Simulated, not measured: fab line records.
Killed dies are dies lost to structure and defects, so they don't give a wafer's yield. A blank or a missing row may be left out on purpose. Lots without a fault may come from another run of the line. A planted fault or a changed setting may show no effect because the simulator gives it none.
A struck lot beside a sound one	flow sky130	38 out of 708 route steps
Sound: the wafers L971.1, L971.5, L971.6. Wafers struck: L985.1, L985.2, L985.4. At the end, the cause is stated.
For every step that has rows: the tool of each side, followed by ch and its chambers, followed by its first start. Under that, the readings that differ: sound wafers	struck wafers	difference of the means	sigmas: that difference in standard deviations of wafers without a fault.
alike: readings whose means differ by less than 2 such deviations, and words and numbers that are the same on both sides. not compared: withheld readings, readings that some wafer has no value for, bounds like >300 that may hide the same value, and numbers for which the record gives no deviation and whose values overlap.
Wherever a step has rows on one side only, a row that says differs or no value, or a row with sigmas, the two part there. When numbers do not overlap yet have no deviation, they are printed without sigmas and do not part them. A reading that every wafer of one side lacks parts them only if that side has two wafers or more.

first, 10 steps without rows for these wafers: SKY_FIELD_ISO_STRIP_16 (strips in O2/N2); SKY_FIELD_ISO_ETCH_17 (etches Si in HBr/Cl2/O2, target depth 342 nm, time 97.7 s); SKY_FIELD_ISO_WET_ETCH_18 (etches Si3N4 in H3PO4, target depth 25 nm, time 286 s); SKY_FIELD_ISO_CLEAN_19 (cleans in SC1/SC2, time 150 s); SKY_FIELD_ISO_CLEAN_20 (cleans in dHF, time 20 s); SKY_FIELD_ISO_WET_ETCH_21 (etches SiO2 in dHF, target depth 20 nm, time 400 s); SKY_FIELD_ISO_OXIDATION_22 (stabilise 600 s, purge 300 s, target thk 10 nm); SKY_FIELD_ISO_CVD_24 (deposits SiO2, target thk 595 nm, time 99.2 s); SKY_FIELD_ISO_ANNEAL_26 (time 1800 s); SKY_FIELD_ISO_CMP_27 (polishes, stops on Si3N4, t overpolish 14.79 s, target thk 457.8 nm).
SKY_FIELD_ISO_WET_ETCH_28: etches SiO2 in dHF, target depth 23.7 nm, time 47 s.
  sound on wet_bench-02 ch 1, day 2 09:59; struck on wet_bench-02 ch 1, day 5 12:35
reading	sound	struck	difference	sigmas
bath_heat_duty_pct (%)	5.9 6.1 7.2	30.4 30.2 30.1	+23.8	+42
temp_c (C)	24.92 25.02 25.00	42.06 41.69 42.03	+16.95	+99 or more
model.SiO2_of_FIELD_ISO_CVD_24.thk_nm (nm)	434.4 433.3 434.9	411.6 412.8 411.2	-22.3	
then, 25 steps without rows for these wafers: SKY_FIELD_ISO_WET_ETCH_29 (etches Si3N4 in H3PO4, target depth 160 nm, time 1825 s); SKY_FIELD_ISO_WET_ETCH_30 (etches SiO2 in dHF, target depth 25 nm, time 50 s); SKY_NWELL_CLEAN_00 (cleans in SC1/SC2, time 150 s); SKY_NWELL_OXIDATION_01 (stabilise 600 s, purge 300 s, target thk 10 nm); SKY_DNWELL_DEHYDRATE_00 (time 60 s); SKY_DNWELL_HMDS_01 (prime time 60 s); SKY_DNWELL_COAT_02 (resist thk 3000 nm); SKY_DNWELL_SOFTBAKE_03; SKY_DNWELL_EXPOSE_04 (exposes mask DNM, target cd 3000 nm); SKY_DNWELL_PEB_05; SKY_DNWELL_DEVELOP_06 (develop time 60 s); SKY_DNWELL_IMPLANT_07; SKY_DNWELL_STRIP_08 (strips in O2/N2); SKY_PWDE_DEHYDRATE_00 (time 60 s); SKY_PWDE_HMDS_01 (prime time 60 s); SKY_PWDE_COAT_02 (resist thk 3000 nm); SKY_PWDE_SOFTBAKE_03; SKY_PWDE_EXPOSE_04 (exposes mask PWDEM, target cd 840 nm); SKY_PWDE_PEB_05; SKY_PWDE_DEVELOP_06 (develop time 60 s); SKY_PWDE_IMPLANT_08; SKY_PWDE_STRIP_09 (strips in O2/N2); SKY_NWELL_DEHYDRATE_03 (time 60 s); SKY_NWELL_HMDS_04 (prime time 60 s); SKY_NWELL_COAT_05 (resist thk 3000 nm).
-- the record jumps here: 27 days lie between the struck wafers' starts before and after (it left off in module NWELL and takes up again in module SALICIDE, whose first step shown is number 361 of the route) --
SKY_SALICIDE_CLEAN_00: cleans in HF-last, time 30 s.
  sound on wet_bench-04 ch 2, day 28 06:23; struck on wet_bench-04 ch 0, day 32 15:08
reading	sound	struck	difference	sigmas
model.SiO2_of_FIELD_ISO_CVD_24.thk_nm (nm)	358.7 357.6 359.4	335.8 337.3 335.5	-22.4	
-- the record jumps here: 17 days lie between the struck wafers' starts before and after (it left off in module SALICIDE and takes up again in module PAD_OPEN, whose first step shown is number 708 of the route) --
SKY_PAD_OPEN_PROBE_99:
  sound on prober-01, day 46 03:39; struck on prober-01, day 49 04:58
reading	sound	struck	difference	sigmas
killed_at_contacts	21 12 22	36 27 35	+14	+3
model.etest.res_p_drift_20v.line_ohm_um	1.068e+04 1.058e+04 1.091e+04	1.002e+04 1.02e+04 1.004e+04	-6.367e+02	
model.etest.res_p_drift_20v.rs_ohm_sq	8797 8738 9125	8354 8436 8301	-523	
model.etest.pfet_16v.r_on_ohm_um	1.503e+04 1.5e+04 1.531e+04	1.458e+04 1.451e+04 1.453e+04	-5.733e+02	
model.etest.res_iso_pwell.rs_ohm_sq	2908 2875 3005	2527 2542 2504	-405	
model.etest.res_iso_pwell.line_ohm_um	1109 1078 1127	959.2 963.5 938	-151.1	
model.etest.res_nwell.line_ohm_um	1094 1110 1131	1065 1074 1068	-43	
model.etest.res_nwell.rs_ohm_sq	926.4 918.9 937.1	886 889 879.5	-43	
model.etest.cap_li_to_poly.c_af_um2	102.2 100.7 98.17	92.89 93.21 91.94	-7.68	
  alike: killed_at_M0_to_M3, killed_at_M4_up, killed_at_front_end, killed_at_other, killed_dies, killed_open, killed_short

== WHERE THEY PART ==
First at SKY_FIELD_ISO_WET_ETCH_28; last, within this record, at SKY_PAD_OPEN_PROBE_99.

WHY: what the simulator had put in
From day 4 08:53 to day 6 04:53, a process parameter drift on wet_bench-02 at SKY_FIELD_ISO_WET_ETCH_28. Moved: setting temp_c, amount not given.
